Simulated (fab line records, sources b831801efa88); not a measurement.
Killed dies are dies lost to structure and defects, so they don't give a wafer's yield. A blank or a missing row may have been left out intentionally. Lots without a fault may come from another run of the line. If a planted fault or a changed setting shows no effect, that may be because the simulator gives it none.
Which tool did it? | flow sky130 | 10 lots with 30 wafers sampled at 5 steps, on a route of 708 steps

## WHAT THE GAUGES READ, wafer by wafer
SKY_PASSIVATION_THK_MEAS_03.
lot  | measured     | on            | PASSIVATION_CVD_02_THK (nm)
L589 | day 44 01:47 | film_metro-04 | 531 534 543
L590 | day 44 05:46 | film_metro-04 | 538 545 544
L591 | day 44 11:55 | film_metro-04 | 548 548 548
L592 | day 44 17:53 | film_metro-03 | 542 540 544
L593 | day 45 04:35 | film_metro-04 | 540 544 544
L597 | day 46 08:35 | film_metro-03 | 526 531 539
L603 | day 47 19:26 | film_metro-03 | 385 391 542
L609 | day 49 07:53 | film_metro-03 | 537 540 547
L610 | day 49 10:02 | film_metro-04 | 528 538 538
L612 | day 49 10:44 | film_metro-03 | 543 537 546

## EACH LOT AND THE TOOL THAT RAN IT (in order: tool; ch and the chambers of the sampled wafers; start)
lot  | SKY_METAL4_SPUTTER_00        | SKY_METAL4_DESCUM_15              | SKY_VIA4_ETCH_12                   | SKY_PASSIVATION_CVD_02
L589 | pvd_sputter-04, day 39 22:36 | rie_metal-03 ch 0,1, day 42 00:43 | rie_diel-02 ch 2,3, day 43 00:53   | pecvd-03 ch 1,2, day 44 01:33
L590 | pvd_sputter-02, day 40 01:40 | rie_metal-04 ch 0, day 42 03:49   | rie_diel-04 ch 0,3, day 43 04:23   | pecvd-04 ch 0,1, day 44 05:32
L591 | pvd_sputter-02, day 40 10:12 | rie_metal-03 ch 0,1, day 42 10:53 | rie_diel-02 ch 1,2,3, day 43 10:52 | pecvd-04 ch 0,1,2, day 44 11:46
L592 | pvd_sputter-02, day 40 15:33 | rie_metal-04 ch 0,1, day 42 16:40 | rie_diel-04 ch 0,1, day 43 16:51   | pecvd-04 ch 0,2, day 44 17:40
L593 | pvd_sputter-02, day 41 03:24 | rie_metal-02 ch 0, day 43 03:52   | rie_diel-01 ch 1,2, day 44 03:59   | pecvd-01 ch 1,2, day 45 04:21
L597 | pvd_sputter-02, day 42 13:13 | rie_metal-04 ch 1, day 44 10:34   | rie_diel-04 ch 1,2,3, day 45 09:16 | pecvd-03 ch 1,2, day 46 08:22
L603 | pvd_sputter-02, day 44 01:16 | rie_metal-03 ch 0,1, day 45 22:28 | rie_diel-01 ch 0,1,3, day 46 20:20 | pecvd-04 ch 1,2, day 47 19:13
L609 | pvd_sputter-03, day 45 19:12 | rie_metal-04 ch 0,1, day 47 13:08 | rie_diel-02 ch 0,2,3, day 48 10:15 | pecvd-03 ch 0,1,2, day 49 07:38
L610 | pvd_sputter-02, day 45 22:31 | rie_metal-03 ch 0,1, day 47 16:11 | rie_diel-02 ch 0,1, day 48 13:16   | pecvd-03 ch 0,2, day 49 09:47
L612 | pvd_sputter-04, day 46 00:11 | rie_metal-03 ch 1, day 47 17:19   | rie_diel-01 ch 1,2, day 48 13:55   | pecvd-01 ch 0,1,2, day 49 10:30
- SKY_METAL4_SPUTTER_00: material Ti, target thk 15 nm, time 10 s.
- SKY_METAL4_DESCUM_15: chemistry O2, time 8 s.
- SKY_VIA4_ETCH_12: etches SiO2 in C4F8/O2/Ar, stops on TiN, target depth 580 nm.
- SKY_PASSIVATION_CVD_02: deposits Si3N4, target thk 540 nm.

## WHAT THE TOOLS THEMSELVES READ (means of the sampled wafers that have a number; where no wafer has one, the mark that the record gives instead)
SKY_METAL4_SPUTTER_00.
lot  | tool           | throttle_valve_pct (%)
L589 | pvd_sputter-04 | 31.0
L590 | pvd_sputter-02 | 29.7
L591 | pvd_sputter-02 | 30.1
L592 | pvd_sputter-02 | 30.2
L593 | pvd_sputter-02 | 29.9
L597 | pvd_sputter-02 | 30.2
L603 | pvd_sputter-02 | 29.6
L609 | pvd_sputter-03 | 29.5
L610 | pvd_sputter-02 | 29.9
L612 | pvd_sputter-04 | 30.7

SKY_METAL4_DESCUM_15.
lot  | tool         | chamber_pressure_mTorr (mTorr) | drypump_motor_current_A (A) | oes_product_au (a.u.) | temp_c (C)
L589 | rie_metal-03 | 10.009                         | 6.0                         | 1.004                 | 40.13
L590 | rie_metal-04 | 9.995                          | 5.6                         | 1.006                 | 39.96
L591 | rie_metal-03 | 10.001                         | 5.7                         | 1.000                 | 39.88
L592 | rie_metal-04 | 10.003                         | 5.9                         | 1.003                 | 39.97
L593 | rie_metal-02 | 10.001                         | 5.3                         | 1.010                 | 40.13
L597 | rie_metal-04 | 9.990                          | 6.2                         | 1.002                 | 39.98
L603 | rie_metal-03 | 10.003                         | 5.7                         | 0.998                 | 40.16
L609 | rie_metal-04 | 9.989                          | 5.8                         | 1.004                 | 39.89
L610 | rie_metal-03 | 10.002                         | 6.0                         | 1.002                 | 40.05
L612 | rie_metal-03 | 10.004                         | 5.5                         | 0.997                 | 40.05

SKY_VIA4_ETCH_12.
lot  | tool        | bias_w (W) | chamber_pressure_mTorr (mTorr) | oes_product_au (a.u.)
L589 | rie_diel-02 | 1202       | 39.99                          | 0.929
L590 | rie_diel-04 | 1201       | 40.01                          | 0.926
L591 | rie_diel-02 | 1198       | 39.98                          | 0.928
L592 | rie_diel-04 | 1199       | 40.00                          | 0.930
L593 | rie_diel-01 | 1204       | 39.97                          | 0.923
L597 | rie_diel-04 | 1204       | 40.02                          | 0.927
L603 | rie_diel-01 | 1200       | 40.02                          | 0.926
L609 | rie_diel-02 | 1201       | 39.95                          | 0.926
L610 | rie_diel-02 | 1200       | 40.03                          | 0.924
L612 | rie_diel-01 | 1204       | 40.02                          | 0.924

SKY_PASSIVATION_CVD_02.
lot  | tool     | heater_power_w (W)
L589 | pecvd-03 | 657
L590 | pecvd-04 | 833
L591 | pecvd-04 | 838
L592 | pecvd-04 | 860
L593 | pecvd-01 | 728
L597 | pecvd-03 | 730
L603 | pecvd-04 | 812
L609 | pecvd-03 | 691
L610 | pecvd-03 | 684
L612 | pecvd-01 | 722

## THE ANSWER, worked out from the rows above alone
Rule: what is usual is taken from the lots themselves. The widest of any qualifying gaps counts: lots, ordered by their means at a reading, are off when they make up no more than a third of the lots, leave a main group of 4 or more, and stand apart from it by 3 or more times the standard deviation of that group's means. Not used: any main group whose means are identical at the precision the tables above print for the reading. A lot without any number at a reading at which 4 lots or more have one is off too. Where the step has rows for the other lots, those lots are counted as sound. After the gauges, taken in route order, come the tools' own readings; for these a lot's mean is taken, as printed above. At the first step where some lot is off, the reading lying furthest off is the one used; lots without a number count as furthest.
Off: L603, seen at SKY_PASSIVATION_THK_MEAS_03 (PASSIVATION_CVD_02_THK). For the main group the mean is 540 nm and the standard deviation 4.7.
If a tool, at a process step before that reading, ran all the lots that are off and no sound lot after the first of them, it fits. The gauges at SKY_PASSIVATION_THK_MEAS_03 are tried like those tools. One fits: SKY_PASSIVATION_CVD_02 on pecvd-04. A fault onset in the window from L592 (day 44 17:40, its last sound lot) to L603 (day 47 19:13, its first lot off) fits.

## WHAT THE SIMULATOR HAD PUT IN
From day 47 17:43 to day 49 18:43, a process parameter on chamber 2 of pecvd-04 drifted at SKY_PASSIVATION_CVD_02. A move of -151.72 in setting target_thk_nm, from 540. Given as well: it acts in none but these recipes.
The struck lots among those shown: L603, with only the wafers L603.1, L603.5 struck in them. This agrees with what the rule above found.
